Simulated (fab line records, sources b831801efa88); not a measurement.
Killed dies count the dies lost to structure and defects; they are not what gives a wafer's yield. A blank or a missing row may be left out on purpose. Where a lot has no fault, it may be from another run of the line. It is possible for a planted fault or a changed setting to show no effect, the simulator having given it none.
fab line records    flow sky130
record: lots: 11  wafers: 33  last_day: 50
route steps=708 shown POLY_GATE@231 LDD_N@244 SPACER@306 LI_CONTACT@364
lots that met no fault: taken from a fault-free run of the same line
start_h: start of the lot's first displayed wafer, in hours after the record's first day    wait_h: hours since the lot's step before    " as in the row above    L1.1+2: several wafers, shown together as one row    - no value, or no start given    * or withheld: withheld    < > ~ a bound
route shown NAME@n: names a module that has steps shown in the file, with the first one's number in the route    usual: the fault-free wafers' mean and standard deviation    same: alike in all rows    chamber/n: place in a boat    sites: readings site by site    _std_site: how widely they spread, as a standard deviation    _edge_site: mean of outer sites minus mean of inner sites    radius_mm: for every site, how far away it sits from the centre of the wafer    mask NAME#n: copy n    behind: the tool/chamber that last shaped the wafer    hold: why the lot went on hold/how many hours it stayed there/how the hold came to an end    device: transistor that didn't switch, given as n, p or np    end of line: tests run on the same wafers once the route is complete    step lacking rows: just its recipe    killed: dies lost to structure and defects at the first sort, not the wafer's yield    map: a wafer's dies, x killed, . not, _ none there
set.NAME: the setting the step ran with; set.NAME@STEP: the setting that earlier step ran with    model.NAME: the simulator's own value behind a step, which no gauge read
a sample of lots followed through the steps of the route, with each step as a table and each wafer as a row
services: from which hour (start_h, from the record's first day; less than 0 if before it) a tool's chamber was out of use, for how many hours, and why
== steps ==
step: SKY_POLY_GATE_ETCH_17
recipe: target_depth_nm: 180  stop_on: SiO2  over_etch_frac: 0.56667  chemistry: HBr/Cl2  target: poly-Si  icp_w: 400  bias_w: 100  pressure_mtorr: 10  HBr_flow_sccm: 150  Cl2_flow_sccm: 50  time_s: 70.5
usual: drypump_motor_current_A: 5.9/0.49  oes_product_au: 0.987/0.0064  throttle_valve_pct: 33.684/0.0094
same: time_s: 70.5
lot.wafer  tool       chamber  start_h  wait_h  drypump_motor_current_A  oes_product_au  rf_hours_counter_h  throttle_valve_pct
L318.2     rie_si-02  3        391.02   0.0     6.1                      0.987           1                   33.679
L318.4     "          0        "        "       5.7                      0.982           0                   33.689
L318.6     "          0        "        "       5.8                      0.977           -                   33.668
L319.1     rie_si-01  3        402.30   0.0     5.6                      0.989           2                   33.680
L319.5     "          1        "        "       5.8                      0.988           -                   33.695
L319.6     "          2        "        "       6.0                      0.988           -                   33.690
L322.2     rie_si-02  2        430.74   0.0     6.5                      0.976           1                   33.694
L322.4     "          1        "        "       6.2                      0.986           4                   33.690
L322.6     "          3        "        "       6.1                      0.980           -                   33.678
L323.1     rie_si-02  3        440.80   0.0     6.1                      0.994           2                   33.684
L323.4     "          1        "        "       6.2                      0.992           4                   33.678
L323.6     "          1        "        "       6.2                      0.986           -                   33.680
L325.2     rie_si-01  1        459.22   0.0     5.8                      0.998           3                   33.689
L325.4     "          2        "        "       6.1                      0.991           56                  33.670
L325.6     "          2        "        "       6.0                      0.997           -                   33.676
L326.2     rie_si-02  3        470.24   0.0     6.1                      0.988           2                   33.682
L326.5     "          1        "        "       6.2                      0.998           -                   33.688
L326.6     "          2        "        "       6.5                      0.981           -                   33.689
L329.1     rie_si-01  3        494.94   0.0     5.5                      0.985           2                   33.686
L329.3     "          1        "        "       5.8                      0.987           3                   33.686
L329.4     "          0        "        "       4.7                      0.989           3                   33.699
L330.2     rie_si-02  0        507.99   0.0     5.8                      0.991           1                   33.688
L330.3     "          2        "        "       6.4                      0.989           1                   33.696
L330.4     "          3        "        "       6.1                      0.982           2                   33.683
L331.1     rie_si-01  0        510.85   0.0     4.7                      0.984           3                   33.683
L331.4     "          1        "        "       5.8                      0.968           -                   33.705
L331.6     "          0        "        "       4.7                      0.994           -                   33.662
L333.1     rie_si-01  0        521.94   0.0     4.7                      0.988           3                   33.681
L333.3     "          3        "        "       5.5                      0.988           2                   33.684
L333.4     "          2        "        "       6.0                      0.992           0                   33.656
L338.2     rie_si-02  1        568.59   0.0     6.2                      0.988           5                   33.697
L338.4     "          1        "        "       6.2                      0.991           -                   33.675
L338.6     "          0        "        "       5.8                      0.984           -                   33.693
step: SKY_POLY_GATE_STRIP_18
recipe: chemistry: O2/N2  power_w: 1400  pressure_mtorr: 1500  platen_temp_c: withheld  o2_flow_sccm: 3000  n2_flow_sccm: 300  overash_fraction: 0.5
usual: drypump_motor_current_A: 5.8/0.5  oes_product_au: 0.360/0.0043  strip_time_to_endpoint_s: 3.160/0.024
same: overash_fraction: 0.5
lot.wafer  tool             chamber  start_h  wait_h  drypump_motor_current_A  oes_product_au  rf_hours_counter_h  strip_time_to_endpoint_s
L318.2     plasma_asher-04  0        391.07   0.0     5.9                      0.363           70                  3.187
L318.4     "                1        "        "       5.8                      0.364           -                   3.171
L318.6     "                1        "        "       5.8                      0.359           -                   3.168
L319.1     plasma_asher-02  1        402.35   0.0     6.4                      0.357           68                  3.135
L319.5     "                0        "        "       5.1                      0.362           -                   3.112
L319.6     "                1        "        "       6.4                      0.359           -                   3.151
L322.2     plasma_asher-04  0        430.80   0.0     5.9                      0.365           0                   3.207
L322.4     "                0        "        "       5.9                      0.363           -                   3.177
L322.6     "                0        "        "       5.9                      0.355           -                   3.197
L323.1     plasma_asher-03  1        440.86   0.0     6.3                      0.365           33                  3.150
L323.4     "                1        "        "       6.3                      0.367           -                   3.167
L323.6     "                0        "        "       5.3                      0.358           -                   3.154
L325.2     plasma_asher-03  0        459.27   0.0     5.2                      0.352           35                  3.132
L325.4     "                0        "        "       5.2                      0.359           -                   3.129
L325.6     "                1        "        "       6.3                      0.356           -                   3.102
L326.2     plasma_asher-03  0        470.30   0.0     5.2                      0.363           36                  3.158
L326.5     "                1        "        "       6.3                      0.363           -                   3.161
L326.6     "                0        "        "       5.2                      0.358           -                   3.157
L329.1     plasma_asher-03  1        495.00   0.0     6.3                      0.362           39                  3.148
L329.3     "                1        "        "       6.3                      0.352           -                   3.134
L329.4     "                0        "        "       5.2                      0.363           -                   3.178
L330.2     plasma_asher-03  1        508.05   0.0     6.3                      0.362           41                  3.170
L330.3     "                0        "        "       5.2                      0.355           -                   3.150
L330.4     "                1        "        "       6.3                      0.365           -                   3.159
L331.1     plasma_asher-03  1        510.91   0.0     6.3                      0.347           41                  2.720
L331.4     "                0        "        "       5.2                      0.359           -                   3.145
L331.6     "                0        "        "       5.2                      0.333           -                   2.713
L333.1     plasma_asher-04  0        522.00   0.0     5.9                      0.346           8                   2.748
L333.3     "                0        "        "       5.9                      0.360           -                   3.187
L333.4     "                1        "        "       5.7                      0.360           -                   3.202
L338.2     plasma_asher-02  0        568.65   0.0     5.1                      0.360           84                  3.169
L338.4     "                1        "        "       6.4                      0.366           -                   3.182
L338.6     "                0        "        "       5.1                      0.357           -                   3.195
step: SKY_LDD_N_OVL_MEAS_07
usual: LDD_N_OVL: 0.0/1.5
lot.wafer  tool        chamber  start_h  wait_h  LDD_N_OVL[nm]
L318.2     overlay-02  -        424.27   0.1     -2.8
L318.4     "           -        "        "       -1.2
L318.6     "           -        "        "       1.4
L319.1     overlay-01  -        435.56   0.1     -1.4
L319.5     "           -        "        "       -0.4
L319.6     "           -        "        "       -1.8
L322.2     overlay-02  -        464.16   0.1     -0.1
L322.4     "           -        "        "       -2.5
L322.6     "           -        "        "       -3.5
L323.1     overlay-02  -        474.06   0.1     0.5
L323.4     "           -        "        "       0.3
L323.6     "           -        "        "       0.8
L325.2     overlay-01  -        491.71   0.1     2.1
L325.4     "           -        "        "       2.0
L325.6     "           -        "        "       -0.3
L326.2     overlay-01  -        502.87   0.1     -0.4
L326.5     "           -        "        "       -0.5
L326.6     "           -        "        "       0.4
L329.1     overlay-01  -        526.02   0.1     1.0
L329.3     "           -        "        "       -0.2
L329.4     "           -        "        "       1.2
L330.2     overlay-02  -        539.77   0.1     0.7
L330.3     "           -        "        "       -0.5
L330.4     "           -        "        "       -2.2
L331.1     overlay-02  -        541.87   0.1     2.0
L331.4     "           -        "        "       0.7
L331.6     "           -        "        "       0.2
L333.1     overlay-02  -        553.51   0.1     0.5
L333.3     "           -        "        "       -1.1
L333.4     "           -        "        "       -1.2
L338.2     overlay-02  -        599.51   0.1     3.0
L338.4     "           -        "        "       0.8
L338.6     "           -        "        "       1.5
step: SKY_SPACER_ETCHBACK_02
recipe: chemistry: CH3F/O2  target: Si3N4  stop_on: SiO2  source_w: 400  bias_w: 80  pressure_mtorr: 25  ch3f_flow_sccm: 40  O2_flow_sccm: 30  time_s: 46.7  target_depth_a: 450
usual: ch3f_flow_sccm: 39.99/0.12  drypump_motor_current_A: 5.4/0.46  oes_product_au: 0.853/0.0066  throttle_valve_pct: 10.562/0.0091
same: time_s: 46.7
lot.wafer  tool         chamber  start_h  wait_h  ch3f_flow_sccm  drypump_motor_current_A  oes_product_au  rf_hours_counter_h  throttle_valve_pct
L318.2     rie_diel-04  1        551.93   0.0     40.07           5.1                      0.852           44                  10.573
L318.4     "            1        "        "       39.91           5.1                      0.862           -                   10.569
L318.6     "            3        "        "       39.95           5.9                      0.857           -                   10.565
L319.1     rie_diel-02  1        562.49   0.1     40.05           5.6                      0.855           2                   10.563
L319.5     "            1        "        "       39.90           5.6                      0.850           -                   10.559
L319.6     "            2        "        "       40.07           5.5                      0.860           -                   10.559
L322.2     rie_diel-04  2        591.24   0.0     39.99           6.2                      0.867           1                   10.584
L322.4     "            1        "        "       39.81           5.1                      0.846           44                  10.571
L322.6     "            2        "        "       39.90           6.2                      0.862           -                   10.577
L323.1     rie_diel-03  0        598.02   0.1     40.04           4.6                      0.842           71                  10.571
L323.4     "            1        "        "       39.88           5.0                      0.842           63                  10.556
L323.6     "            2        "        "       39.85           6.0                      0.838           -                   10.560
L325.2     rie_diel-04  3        614.75   0.0     40.08           5.9                      0.855           13                  10.569
L325.4     "            0        "        "       40.03           5.7                      0.856           48                  10.563
L325.6     "            1        "        "       40.24           5.1                      0.852           -                   10.577
L326.2     rie_diel-02  0        625.41   0.0     39.78           4.8                      0.839           32                  10.564
L326.5     "            1        "        "       40.00           5.6                      0.842           -                   10.545
L326.6     "            2        "        "       40.03           5.5                      0.843           -                   10.547
L329.1     rie_diel-04  0        666.24   0.1     40.03           5.7                      0.854           49                  10.557
L329.3     "            2        "        "       39.86           6.2                      0.862           3                   10.563
L329.4     "            1        "        "       39.90           5.1                      0.858           46                  10.555
L330.2     rie_diel-03  3        666.30   0.0     39.96           5.9                      0.857           15                  10.562
L330.3     "            2        "        "       39.99           6.0                      0.867           6                   10.556
L330.4     "            2        "        "       39.95           6.0                      0.851           -                   10.552
L331.1     rie_diel-02  3        666.30   0.1     39.95           5.2                      0.861           8                   10.589
L331.4     "            0        "        "       39.90           4.8                      0.859           32                  10.556
L331.6     "            3        "        "       40.06           5.2                      0.863           -                   10.555
L333.1     rie_diel-04  2        671.42   0.1     40.04           6.3                      0.855           3                   10.572
L333.3     "            1        "        "       39.91           5.1                      0.864           46                  10.576
L333.4     "            3        "        "       40.10           5.9                      0.845           14                  10.548
L338.2     rie_diel-02  3        715.53   0.0     39.89           5.2                      0.846           9                   10.568
L338.4     "            0        "        "       40.02           4.8                      0.859           33                  10.552
L338.6     "            3        "        "       39.83           5.2                      0.857           -                   10.561
step: SKY_LI_CONTACT_CMP_02
recipe: material: PSG  down_force_psi: 4  platen_rpm: 60  pad_velocity_m_s: 0.94248
usual: motor_current_A: 12.0/1.1  time_to_endpoint_s: 33.4/2.5
lot.wafer  tool    chamber  start_h  wait_h  motor_current_A  time_to_endpoint_s
L318.2     cmp-02  1        670.39   0.1     12.5             34.2
L318.4     "       2        "        "       11.8             33.6
L318.6     "       0        "        "       11.6             31.2
L319.1     cmp-02  2        677.19   0.1     11.7             32.4
L319.5     "       1        "        "       12.2             34.6
L319.6     "       2        "        "       12.2             32.1
L322.4     cmp-02  2        704.56   0.1     11.9             35.7
L322.2     "       3        "        "       11.8             37.8
L322.6     "       0        "        "       11.0             34.1
L323.1     cmp-01  2        714.49   0.1     13.0             35.9
L323.4     "       0        "        "       11.9             36.9
L323.6     "       1        "        "       10.5             34.9
L325.4     cmp-01  0        727.95   0.1     11.9             36.2
L325.2     "       1        "        "       10.1             35.9
L325.6     "       2        "        "       11.8             36.7
L326.2     cmp-01  0        738.19   0.1     11.7             36.5
L326.5     "       3        "        "       13.3             34.3
L326.6     "       0        "        "       11.6             37.5
L329.1     cmp-02  0        778.59   0.1     11.6             31.6
L329.4     "       1        "        "       12.1             32.3
L329.3     "       3        "        "       11.8             30.8
L330.2     cmp-01  1        778.89   0.1     10.7             32.9
L330.4     "       2        "        "       11.5             31.7
L330.3     "       3        "        "       13.5             33.5
L331.1     cmp-01  2        780.04   0.1     11.3             32.2
L331.4     "       0        "        "       11.7             30.7
L331.6     "       3        "        "       13.8             33.3
L333.4     cmp-02  0        784.08   0.1     11.3             31.8
L333.1     "       1        "        "       12.0             33.3
L333.3     "       2        "        "       11.6             29.9
L338.4     cmp-02  3        824.24   0.0     11.7             34.4
L338.2     "       0        "        "       11.6             36.1
L338.6     "       0        "        "       11.8             33.1
== services ==
tool             chamber  start_h  hours  kind
cmp-02           -        368.27   4.1    repair
rie_si-02        -        381.11   2.8    pm
rie_si-02        -        384.11   0.7    repair
plasma_asher-03  -        387.99   2.4    repair
cmp-02           -        404.00   4.0    pm
cmp-02           -        414.46   3.5    repair
cmp-02           -        439.32   5.6    pm
cmp-02           -        445.07   3.9    repair
cmp-02           -        456.14   2.0    repair
cmp-02           -        463.14   8.7    repair
cmp-02           -        468.19   2.7    repair
cmp-02           -        481.08   1.3    repair
rie_si-02        2        558.71   22.4   repair
cmp-02           -        590.43   0.2    repair
cmp-02           -        609.98   5.6    repair
plasma_asher-03  -        617.43   2.5    repair
plasma_asher-03  -        624.39   2.8    pm
cmp-02           -        643.91   2.4    repair
cmp-02           -        650.09   8.5    pm
cmp-02           -        675.05   1.5    repair
cmp-02           -        684.87   4.3    repair
cmp-02           -        692.17   0.6    repair
cmp-02           -        708.03   1.9    repair
rie_si-02        1        730.25   1.0    repair
== key ==
first_sign: step: SKY_POLY_GATE_STRIP_18  reading: strip_time_to_endpoint_s  direction: down  sigmas: 18  usual: *  struck: *
effect: step: SKY_POLY_GATE_STRIP_18  reading: oes_product_au  direction: down  sigmas: 4.1  usual: 0.360  struck: 0.342
met_at SKY_POLY_GATE_ETCH_17
struck_lots L331,L333
struck_wafers L331.1,L331.6,L333.1
tester_left_out L331,L333
not_acting_at SKY_LDD_N_OVL_MEAS_07,SKY_SPACER_ETCHBACK_02,SKY_LI_CONTACT_CMP_02
onset_between 494.94 510.85
fault: kind: process_parameter_drift  tool: rie_si-01  chamber: 0  onset_h: 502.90  steps: SKY_POLY_GATE_ETCH_17  channel: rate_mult  offset: 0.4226  shape: step  end_h: 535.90
tester_left_out: of these lots the tester's yield and bins aren't shown, on N5 and GAA mostly nor the transistor test; their killed dies are dies lost to structure and defects alone, not to doping, threshold or leakage, so they don't give the yield
